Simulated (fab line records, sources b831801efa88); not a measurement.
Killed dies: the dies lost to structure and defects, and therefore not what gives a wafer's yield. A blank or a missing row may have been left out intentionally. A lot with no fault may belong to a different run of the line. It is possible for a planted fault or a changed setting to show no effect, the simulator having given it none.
What tool caused it? | flow sky130 | 30 wafers sampled from 10 lots at 1 step of a route of 708

WHAT THE GAUGES READ, wafer by wafer
SKY_FIELD_ISO_THK_MEAS_02.
lot  | measured    | on            | FIELD_ISO_OXIDATION_00_THK (nm)
L407 | day 1 22:19 | film_metro-03 | 11.84 11.80 12.10
L409 | day 2 07:38 | film_metro-03 | 11.86 11.73 11.53
L411 | day 2 18:46 | film_metro-04 | 12.30 12.23 12.21
L412 | day 2 22:38 | film_metro-03 | 12.10 12.00 11.96
L413 | day 3 03:38 | film_metro-04 | 12.29 12.05 12.38
L421 | day 4 19:39 | film_metro-03 | 11.68 11.78 11.78
L422 | day 5 01:21 | film_metro-03 | 12.19 12.43 12.20
L423 | day 5 06:41 | film_metro-04 | 11.87 11.80 11.93
L426 | day 5 22:32 | film_metro-04 | 12.30 12.25 12.26
L427 | day 6 02:28 | film_metro-03 | 11.99 11.86 12.03

TOOL THAT RAN EACH LOT (tool first, then ch and the chambers of the sampled wafers, then the start)
The record shows no process step preceding these readings.

THE ANSWER, worked out from the rows above alone
Rule: the usual values come from the lots themselves. Put in order of their means at a reading, lots are off if they are a third of the lots or fewer, leave a main group of 4 or more, and stand apart from it by a gap of 3 or more times the standard deviation of the main group's means; of several such gaps the widest counts. If all means in a main group match to the digits the tables above print for the reading, that group is not used. A lot without any number at a reading at which 4 lots or more have one is off too. Where the step has rows for the other lots, those lots are counted as sound.
Nothing can be told from this: no lot is off at any reading shown.

WHAT THE SIMULATOR HAD PUT IN
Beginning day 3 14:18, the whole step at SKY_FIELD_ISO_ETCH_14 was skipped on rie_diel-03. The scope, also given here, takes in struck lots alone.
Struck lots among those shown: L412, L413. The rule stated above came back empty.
